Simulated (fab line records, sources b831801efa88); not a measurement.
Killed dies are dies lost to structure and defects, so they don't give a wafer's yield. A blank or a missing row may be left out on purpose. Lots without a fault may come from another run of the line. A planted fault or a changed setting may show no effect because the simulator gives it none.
fab line records | flow sky130
record lots=15 wafers=45 last_day=50
route steps=708 shown METAL1@451 VIA1@479 METAL2@484
lots that met no fault: from a run of the same line without faults
start_h: hours from the record's first day to the start of the lot's first wafer shown | wait_h: hours since the lot's step before | " the same as in the row above | L1.1+2: a row that stands for several wafers | - no value, or no start given | * or withheld: withheld | < > ~ a bound
route shown NAME@n: a module of which the file shows steps, and the number in the route of the first | usual: mean/standard deviation of fault-free wafers | same: alike in all rows | chamber/n: place in a boat | sites: the reading at each site | _std_site: their standard deviation | _edge_site: outer sites' mean less inner sites' | radius_mm: how far each site lies from the wafer's centre | mask NAME#n: copy n | behind: the tool/chamber that last shaped the wafer | hold: why the lot was held/for how many hours/how that ended | device: the transistor (n, p or np) that didn't switch | end of line: the same wafers' tests at the end of the route | a step without rows: its recipe alone | killed: dies lost to structure and defects at the first sort, not the wafer's yield | map: a wafer's dies, x killed, . not, _ none there
set.NAME: the setting as run; set.NAME@STEP: as run at that earlier step | model.NAME: the simulator's own value behind a step, which no gauge read
steps of the route over a sample of lots; a table a step, a row a wafer
services: from which hour (start_h, from the record's first day; less than 0 if before it) a tool's chamber was out of use, for how many hours, and why
## steps
# step SKY_METAL1_DESCUM_17
# recipe chemistry=O2 source_power_w=150 bias_power_w=0 pressure_mtorr=10 temp_c=40 time_s=8
# usual drypump_motor_current_A=6.11/0.28 oes_product_au=0.999/0.013
# columns lot.wafer tool chamber start_h wait_h drypump_motor_current_A oes_product_au rf_hours_counter_h
L909.2 rie_metal-02 1 756.52 0.0 6.03 0.997 15
L909.3 " 1 " " 6.03 0.989 -
L909.4 " 0 " " 6.16 1.025 -
L910.2 rie_metal-01 0 762.75 0.0 5.62 1.013 12
L910.4 " 0 " " 5.60 1.008 -
L910.5 " 0 " " 5.60 1.011 -
L911.3 rie_metal-04 1 772.53 0.0 6.46 1.002 -
L911.4 " 0 " " 6.14 0.999 -
L911.6 " 0 " " 6.11 1.008 -
L912.2 rie_metal-01 1 780.22 0.0 6.26 0.994 4
L912.3 " 0 " " 5.59 1.010 -
L912.4 " 1 " " 6.25 0.984 -
L913.2 rie_metal-04 1 793.12 0.0 6.45 0.991 8
L913.4 " 1 " " 6.49 1.002 -
L913.6 " 1 " " 6.44 0.992 -
L915.1 rie_metal-04 1 818.77 0.0 6.50 0.991 9
L915.2 " 0 " " 6.12 0.986 3
L915.4 " 1 " " 6.49 0.988 -
L921.1 rie_metal-02 1 867.97 0.0 6.05 1.003 2
L921.4 " 1 " " 6.04 0.999 -
L921.6 " 0 " " 6.19 1.018 -
L922.1 rie_metal-04 1 869.12 0.0 6.50 0.992 11
L922.5 " 1 " " 6.50 0.990 -
L922.6 " 0 " " 6.13 1.002 -
L923.1 rie_metal-01 0 875.19 0.0 5.59 0.993 0
L923.2 " 1 " " 6.25 0.995 9
L923.4 " 1 " " 6.25 0.994 -
L924.1 rie_metal-01 0 879.52 0.0 5.57 0.971 1
L924.2 " 1 " " 6.26 0.980 9
L924.6 " 1 " " 6.28 0.978 -
L927.1 rie_metal-02 0 898.37 0.0 6.18 1.032 15
L927.4 " 0 " " 6.19 1.040 -
L927.5 " 1 " " 6.07 0.997 -
L928.4 rie_metal-04 1 903.46 0.0 6.47 0.997 -
L928.5 " 1 " " 6.47 0.990 -
L928.6 " 0 " " 6.10 1.000 -
L930.1 rie_metal-04 1 915.64 0.0 6.48 0.987 13
L930.4 " 0 " " 6.11 1.007 -
L930.6 " 0 " " 6.11 0.995 -
L931.2 rie_metal-02 0 918.70 0.0 6.19 1.018 16
L931.4 " 1 " " 6.05 1.010 -
L931.5 " 0 " " 6.21 1.026 -
L932.1 rie_metal-02 0 931.29 0.0 6.23 1.022 16
L932.2 " 1 " " 6.04 1.008 5
L932.3 " 1 " " 6.04 1.005 -
# step SKY_METAL1_METAL_ETCH_19
# recipe target_depth_a=3600 stop_on=SiO2 over_etch_frac=0.3 time_s=78 chemistry=Cl2/BCl3 resist_sidewall_deg=88 pressure_mtorr=10 icp_w=900 bias_w=48.5 Cl2_flow_sccm=60 bcl3_flow_sccm=30
# usual drypump_motor_current_A=6.12/0.28 oes_product_au=0.854/0.0061 throttle_valve_pct=22.265/0.009
# columns lot.wafer tool chamber start_h wait_h drypump_motor_current_A oes_product_au rf_hours_counter_h throttle_valve_pct
L909.2 rie_metal-02 1 756.62 0.0 6.08 0.851 15 22.251
L909.3 " 1 " " 6.05 0.854 - 22.281
L909.4 " 0 " " 6.17 0.852 - 22.268
L910.2 rie_metal-01 0 762.84 0.0 5.58 0.867 12 22.261
L910.4 " 0 " " 5.59 0.866 - 22.274
L910.5 " 0 " " 5.61 0.861 - 22.270
L911.3 rie_metal-04 1 772.65 0.1 6.49 0.855 - 22.273
L911.4 " 0 " " 6.12 0.857 - 22.269
L911.6 " 0 " " 6.12 0.857 - 22.258
L912.2 rie_metal-01 1 780.32 0.0 6.25 0.856 4 22.255
L912.3 " 0 " " 5.61 0.846 - 22.262
L912.4 " 1 " " 6.27 0.857 - 22.283
L913.2 rie_metal-04 1 793.22 0.0 6.51 0.848 8 22.265
L913.4 " 1 " " 6.52 0.848 - 22.259
L913.6 " 1 " " 6.50 0.855 - 22.275
L915.1 rie_metal-04 1 818.87 0.0 6.50 0.846 9 22.282
L915.2 " 0 " " 6.11 0.861 3 22.276
L915.4 " 1 " " 6.49 0.854 - 22.266
L921.1 rie_metal-02 1 868.07 0.0 6.02 0.855 2 22.270
L921.4 " 1 " " 6.02 0.843 - 22.259
L921.6 " 0 " " 6.20 0.861 - 22.264
L922.1 rie_metal-04 1 869.22 0.0 6.49 0.852 11 22.269
L922.5 " 1 " " 6.49 0.851 - 22.256
L922.6 " 0 " " 6.14 0.852 - 22.269
L923.1 rie_metal-01 0 875.28 0.0 5.62 0.862 0 22.266
L923.2 " 1 " " 6.24 0.858 9 22.270
L923.4 " 1 " " 6.24 0.858 - 22.259
L924.1 rie_metal-01 0 879.62 0.0 5.60 0.851 1 22.268
L924.2 " 1 " " 6.26 0.854 9 22.264
L924.6 " 1 " " 6.26 0.854 - 22.255
L927.1 rie_metal-02 0 898.47 0.0 6.18 0.861 15 22.244
L927.4 " 0 " " 6.17 0.860 - 22.254
L927.5 " 1 " " 6.02 0.864 - 22.251
L928.4 rie_metal-04 1 903.57 0.1 6.48 0.852 - 22.267
L928.5 " 1 " " 6.48 0.853 - 22.266
L928.6 " 0 " " 6.13 0.851 - 22.270
L930.1 rie_metal-04 1 915.73 0.0 6.46 0.860 13 22.255
L930.4 " 0 " " 6.14 0.865 - 22.259
L930.6 " 0 " " 6.13 0.862 - 22.269
L931.2 rie_metal-02 0 918.79 0.0 6.22 0.853 16 22.274
L931.4 " 1 " " 6.04 0.850 - 22.277
L931.5 " 0 " " 6.20 0.850 - 22.266
L932.1 rie_metal-02 0 931.38 0.0 6.18 0.853 16 22.258
L932.2 " 1 " " 6.04 0.853 5 22.272
L932.3 " 1 " " 6.04 0.846 - 22.265
# step SKY_VIA1_CVD_21
# recipe material=W target_thk_nm=270 time_s=80.902 temp_c=400 pressure_torr=40
# usual chamber_pressure_Torr=40.00/0.087 heater_power_w=849/65
# columns lot.wafer tool chamber start_h wait_h chamber_pressure_Torr heater_power_w
L909.2 cvd_w-02 0 785.90 0.0 39.83 799
L909.3 " 1 " " 40.08 949
L909.4 " 0 " " 39.98 817
L910.2 cvd_w-01 1 791.25 0.0 40.11 836
L910.4 " 1 " " 40.04 817
L910.5 " 1 " " 39.96 827
L911.3 cvd_w-02 1 801.55 0.1 39.99 990
L911.4 " 0 " " 40.20 793
L911.6 " 1 " " 40.09 940
L912.2 cvd_w-02 1 808.99 0.0 40.06 949
L912.3 " 1 " " 40.11 972
L912.4 " 0 " " 40.05 792
L913.2 cvd_w-02 0 822.00 0.0 39.94 780
L913.4 " 1 " " 39.99 948
L913.6 " 0 " " 39.92 804
L915.1 cvd_w-01 0 846.91 0.0 39.87 823
L915.2 " 1 " " 39.95 815
L915.4 " 1 " " 39.97 831
L921.1 cvd_w-01 0 896.29 0.0 35.93 845
L921.4 " 1 " " 35.99 831
L921.6 " 1 " " 35.86 835
L922.1 cvd_w-02 1 897.20 0.0 39.85 962
L922.5 " 0 " " 40.04 789
L922.6 " 1 " " 39.88 954
L923.1 cvd_w-01 1 903.26 0.0 36.12 838
L923.2 " 0 " " 36.00 854
L923.4 " 0 " " 35.89 842
L924.1 cvd_w-01 1 907.15 0.0 35.85 853
L924.2 " 0 " " 36.12 862
L924.6 " 0 " " 36.00 853
L927.1 cvd_w-02 1 925.38 0.0 39.98 888
L927.4 " 1 " " 39.85 894
L927.5 " 0 " " 39.94 755
L928.4 cvd_w-02 0 930.07 0.1 40.06 741
L928.5 " 0 " " 39.96 737
L928.6 " 1 " " 40.06 907
L930.1 cvd_w-02 0 943.11 0.0 40.02 732
L930.4 " 1 " " 40.12 880
L930.6 " 1 " " 40.10 895
L931.2 cvd_w-02 1 945.12 0.0 40.13 876
L931.4 " 1 " " 40.08 884
L931.5 " 0 " " 40.03 750
L932.1 cvd_w-02 0 957.50 0.0 40.00 755
L932.2 " 1 " " 39.89 898
L932.3 " 1 " " 39.90 886
# step SKY_METAL2_SPUTTER_01
# recipe material=TiN target_thk_nm=20 power_w=6500 time_s=16.7 chamber_pressure_pa=0.4
# usual throttle_valve_pct=30.9/0.88
# columns lot.wafer tool chamber start_h wait_h throttle_valve_pct
L909.2 pvd_sputter-04 - 786.50 0.0 31.2
L909.3 " - " " 31.7
L909.4 " - " " 30.5
L910.2 pvd_sputter-03 - 791.85 0.0 29.9
L910.4 " - " " 31.7
L910.5 " - " " 29.1
L911.3 pvd_sputter-03 - 802.11 0.0 29.3
L911.4 " - " " 29.8
L911.6 " - " " 29.1
L912.2 pvd_sputter-03 - 809.58 0.0 31.9
L912.3 " - " " 29.8
L912.4 " - " " 31.2
L913.2 pvd_sputter-04 - 822.60 0.0 30.7
L913.4 " - " " 30.9
L913.6 " - " " 31.7
L915.1 pvd_sputter-03 - 847.51 0.0 30.9
L915.2 " - " " 29.2
L915.4 " - " " 31.7
L921.1 pvd_sputter-04 - 896.88 0.0 30.9
L921.4 " - " " 31.7
L921.6 " - " " 31.9
L922.1 pvd_sputter-02 - 897.80 0.0 31.0
L922.5 " - " " 30.7
L922.6 " - " " 31.1
L923.1 pvd_sputter-03 - 903.86 0.0 30.1
L923.2 " - " " 31.1
L923.4 " - " " 31.7
L924.1 pvd_sputter-03 - 907.74 0.0 31.5
L924.2 " - " " 28.9
L924.6 " - " " 30.9
L927.1 pvd_sputter-02 - 925.97 0.0 30.9
L927.4 " - " " 31.7
L927.5 " - " " 31.1
L928.4 pvd_sputter-04 - 930.63 0.0 31.9
L928.5 " - " " 31.9
L928.6 " - " " 30.8
L930.1 pvd_sputter-04 - 943.70 0.0 30.5
L930.4 " - " " 31.2
L930.6 " - " " 30.8
L931.2 pvd_sputter-03 - 945.77 0.0 30.9
L931.4 " - " " 29.2
L931.5 " - " " 29.7
L932.1 pvd_sputter-03 - 958.10 0.0 30.9
L932.2 " - " " 29.7
L932.3 " - " " 28.9
## services
# columns tool chamber start_h hours kind
pvd_sputter-02 - 738.12 12.3 repair
cvd_w-01 1 757.75 8.3 repair
cvd_w-02 - 794.27 1.0 repair
rie_metal-02 1 801.16 - clean
rie_metal-02 1 801.16 19.0 scheduled_down
rie_metal-02 1 801.16 19.0 vent_cycle
pvd_sputter-03 - 803.80 0.9 repair
cvd_w-02 - 829.14 3.8 pm
rie_metal-01 0 851.49 - clean
rie_metal-01 0 851.49 18.0 scheduled_down
rie_metal-01 0 851.49 18.0 vent_cycle
cvd_w-02 - 884.72 1.4 repair
pvd_sputter-02 - 903.46 4.9 repair
cvd_w-02 - 904.00 14.0 pm
cvd_w-02 0 904.00 14.0 vent_cycle
cvd_w-02 1 904.00 14.0 vent_cycle
pvd_sputter-02 - 912.67 2.7 repair
cvd_w-02 0 918.00 - clean
cvd_w-02 1 918.00 - clean
cvd_w-01 - 930.97 2.8 pm
pvd_sputter-02 - 953.53 2.9 repair
## key
first_sign step=SKY_VIA1_CVD_21 reading=chamber_pressure_Torr direction=down sigmas=46 usual=40.00 struck=35.97
effect none on later readings
met_at SKY_VIA1_CVD_21
struck_lots L921,L923,L924
sort_left_out L924.1,L924.2,L924.6
not_acting_at SKY_METAL1_DESCUM_17,SKY_METAL1_METAL_ETCH_19,SKY_METAL2_SPUTTER_01
onset_between 846.91 896.29
fault kind=process_parameter_drift tool=cvd_w-01 chamber=- onset_h=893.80 steps=SKY_VIA1_CVD_21 channel=pressure_torr offset=-4.0023 shape=step end_h=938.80 acts_in=these_recipes_only stated=40
# sort_left_out: the simulated sort isn't trusted on such a fault, so these wafers' sort isn't shown, and their yield isn't known
